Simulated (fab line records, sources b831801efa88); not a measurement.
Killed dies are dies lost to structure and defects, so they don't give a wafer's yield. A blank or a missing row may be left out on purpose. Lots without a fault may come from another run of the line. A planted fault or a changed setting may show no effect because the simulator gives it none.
A struck lot beside a sound one | flow sky130 | 14 steps out of a route of 708
Sound: wafers L984.2, L984.4, L984.5. Struck: wafers L102.2, L102.3, L102.4. The cause comes at the end.
At each step with rows: each side's tool, then ch and its chambers, then its first start. Under that, the readings that differ: sound wafers | struck wafers | difference of the means | sigmas: that difference in standard deviations of wafers without a fault.
alike: readings whose means differ by less than 2 such deviations, and words and numbers that are the same on both sides. not compared: withheld readings, readings that some wafer has no value for, bounds like >300 that may hide the same value, and numbers for which the record gives no deviation and whose values overlap.
The two part at a step that has a row with sigmas, a row that says differs or no value, or rows on one side only. Numbers that don't overlap but have no deviation are shown without sigmas and don't part them. A reading that every wafer of one side lacks parts them only if that side has two wafers or more.

first, 8 steps without rows for these wafers: SKY_METAL3_DEHYDRATE_05 (time 60 s); SKY_METAL3_HMDS_06 (prime time 60 s); SKY_METAL3_COAT_07 (resist thk 60 nm); SKY_METAL3_COAT_08 (resist thk 1140 nm); SKY_METAL3_SOFTBAKE_09 (time 90 s); SKY_METAL3_EXPOSE_10 (exposes mask MM3, target cd 300 nm); SKY_METAL3_PEB_11; SKY_METAL3_DEVELOP_12 (develop time 60 s).
SKY_METAL3_CD_MEAS_13: target cd 300 nm.
  sound on cd_sem-02, day 38 22:49; struck on cd_sem-01, day 44 03:10
  alike: cd_nm
SKY_METAL3_OVL_MEAS_14:
  sound on overlay-02, day 38 22:55; struck on overlay-01, day 44 03:16
  alike: METAL3_OVL
SKY_METAL3_DESCUM_15: chemistry O2, time 8 s.
  sound on rie_metal-01 ch 0, day 38 22:57; struck on rie_metal-02 ch 0,1, day 44 03:18
  alike: drypump_motor_current_A, oes_product_au
  not compared: rf_hours_counter_h
SKY_METAL3_ETCH_16: etches BARC in N2/H2, stops on SiO2, time 88.2 s, target depth 60 nm.
  sound on rie_metal-01 ch 0, day 38 22:59; struck on rie_metal-02 ch 0,1, day 44 03:20
  alike: bias_w, chamber_pressure_mTorr, drypump_motor_current_A, oes_product_au, throttle_valve_pct
  not compared: rf_hours_counter_h
SKY_METAL3_ETCH_17: etches SiO2 in C4F8/O2/Ar, stops on TiN, time 3.9 s, target depth 15 nm.
  sound on rie_diel-04 ch 0,1, day 38 23:05; struck on rie_diel-04 ch 0,2,3, day 44 03:26
  no value came back on the struck wafers for bias_w (W), chamber_pressure_mTorr (mTorr), oes_product_au (a.u.), time_s (s); on the sound wafers bias_w (W) reads 1197 1193 1202
  not compared: rf_hours_counter_h
SKY_METAL3_METAL_ETCH_18: etches the open film in Cl2/BCl3, stops on SiO2, target depth 845 nm, time 183.1 s.
  sound on rie_metal-04 ch 0,1, day 38 23:06; struck on rie_metal-01 ch 0,1, day 44 03:27
  alike: bcl3_flow_sccm, bias_w, drypump_motor_current_A, oes_product_au, throttle_valve_pct
  not compared: rf_hours_counter_h

WHERE THEY PART
Only at SKY_METAL3_ETCH_17, within this record. Later steps at which nothing parts them and some readings are alike: SKY_METAL3_METAL_ETCH_18.

WHY: what the simulator had put in
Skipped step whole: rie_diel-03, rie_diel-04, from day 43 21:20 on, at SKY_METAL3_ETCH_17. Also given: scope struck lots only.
